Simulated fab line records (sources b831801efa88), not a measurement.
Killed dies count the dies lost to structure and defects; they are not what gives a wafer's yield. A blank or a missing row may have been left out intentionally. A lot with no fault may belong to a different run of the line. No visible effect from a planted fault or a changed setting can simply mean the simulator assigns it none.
The tool behind it: which one? | flow sfq-line | at 1 step of a route of 325, 14 lots with 42 wafers sampled

## WHAT EACH GAUGE READ, for each wafer
SFQ_M2_OVL_MEAS_916. Usual: M2_OVL typically reads 4 nm, with standard deviation 5.2.
lot  | measured     | on         | M2_OVL (nm) | flag
L886 | day 19 21:19 | overlay-01 | 1 2 1       |
L888 | day 20 14:52 | overlay-02 | 3 0 0       |
L889 | day 21 04:01 | overlay-01 | 2 7 8       |
L893 | day 22 18:14 | overlay-02 | 0 0 -1      |
L895 | day 23 17:04 | overlay-02 | 12 9 12     |
L897 | day 24 13:25 | overlay-01 | 9 5 6       |
L901 | day 25 18:38 | overlay-02 | -1 -2 4     |
L902 | day 25 23:27 | overlay-02 | -1 -1 -2    |
L903 | day 26 04:10 | overlay-01 | 6 11 7      |
L905 | day 27 02:05 | overlay-01 | -3 -3 3     |
L906 | day 27 11:37 | overlay-01 | -7 -11 0    |
L907 | day 27 21:48 | overlay-02 | 3 9 2       |
L908 | day 34 01:44 | overlay-01 | 2 7 5       |
L909 | day 34 11:13 | overlay-01 | 15 10 11    |

## WHAT TOOL EACH LOT RAN ON (gives the tool, then ch and the chambers of the sampled wafers, and finally the start)
Record: no process step prior to these readings.

## AS READ BY THE TOOLS THEMSELVES (means over the sampled wafers that have a number; for cases with no such wafer, the mark the record gives instead)
The record holds no such reading with a usual standard deviation.

## THE ANSWER, worked out from the rows above alone
Rule: a lot counts as off when the mean over its wafers that have a number is more than 3 standard deviations away from the usual mean. A lot without any number at a reading at which 4 lots or more have one is off too. Where the step has rows for the other lots, those lots are counted as sound. Order of review: gauges by route order, followed by the tools' own readings, for which a lot's mean as printed above is used. The first step at which some lot is off is used, and at that step the reading that is off furthest; a lot without a number counts as furthest.
No lot is off at any reading shown: from this, nothing can be told.

## WHAT THE SIMULATOR PUT IN
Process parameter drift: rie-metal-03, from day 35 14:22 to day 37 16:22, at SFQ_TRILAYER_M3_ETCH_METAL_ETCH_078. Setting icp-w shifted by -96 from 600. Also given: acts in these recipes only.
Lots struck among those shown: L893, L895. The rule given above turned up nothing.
